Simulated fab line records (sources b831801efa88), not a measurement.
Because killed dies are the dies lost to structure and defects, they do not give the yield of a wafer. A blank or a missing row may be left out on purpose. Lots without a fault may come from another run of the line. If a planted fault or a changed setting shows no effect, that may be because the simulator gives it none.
Chamber matching ; flow sky130 ; 4 sister chambers for SKY_CONTACT_CMP_27 on cmp-01
The step polishes, stops on SiO2, t overpolish 15 s, target thk 0 nm. 14 wafers are shown with their chamber, then 6 later ones without.

== EACH WAFER AND ITS CHAMBER ==
wafer;chamber;motor-current-A (A);overpolish-run-s (s);time-to-endpoint-s (s)
L345.1;1;10.3;15.001;78.3
L345.2;0;11.4;15.008;80.5
L345.6;0;11.8;14.989;76.6
L346.2;2;12.7;15.019;82.8
L346.4;3;9.4;14.989;82.6
L346.6;2;12.5;15.003;81.5
L347.3;1;10.6;14.993;78.6
L347.4;3;9.6;15.004;81.6
L347.6;1;10.4;15.017;81.2
L348.2;3;10.1;15.001;81.7
L351.2;2;12.5;15.008;78.3
L351.4;1;10.1;14.992;78.3
L352.5;3;9.1;15.004;75.8
L352.6;2;12.2;14.999;77.4

SIGNATURES (averages over the wafers above)
reading;chamber 0;chamber 1;chamber 2;chamber 3;scatter within a chamber
motor-current-A;11.600;10.350;12.475;9.550;0.295
overpolish-run-s;14.99850;15.00075;15.00725;14.99950;0.00979
time-to-endpoint-s;78.550;79.100;80.000;80.425;2.5
Rule: for each reading, subtract the chamber's mean from the wafer's reading, divide by that reading's scatter and square the result; add these up over the readings and take the root, which gives the wafer's distance from the chamber. The wafer belongs to the nearest chamber; if the next one is less than 2 further off, it can't be placed. The scatter: take each reading less its chamber's mean, square it, sum over the shown wafers, divide by the number of wafers less the number of chambers, and take the root.

== WAFERS MISSING THEIR CHAMBER ==
wafer;motor-current-A (A);overpolish-run-s (s);time-to-endpoint-s (s)
L361.1;9.5;15.009;77.3
L361.3;11.2;15.028;77.3
L361.4;11.6;14.998;78.8
L362.3;11.3;15.014;80.0
L362.4;11.2;14.982;79.4
L362.6;11.3;14.974;78.3

== CHAMBER TAKEN BY EACH ==
wafer;from the rows above;in truth
L361.1;can't be placed: 3 or 1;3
L361.3;can't be placed: 0 or 1 or 2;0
L361.4;0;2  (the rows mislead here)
L362.3;can't be placed: 0 or 1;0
L362.4;can't be placed: 0 or 1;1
L362.6;can't be placed: 0 or 1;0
Placed correctly: 0 of 6. Unplaceable from these rows: 5, with the true chamber sitting among the candidates in 5. Wrongly placed: 1.
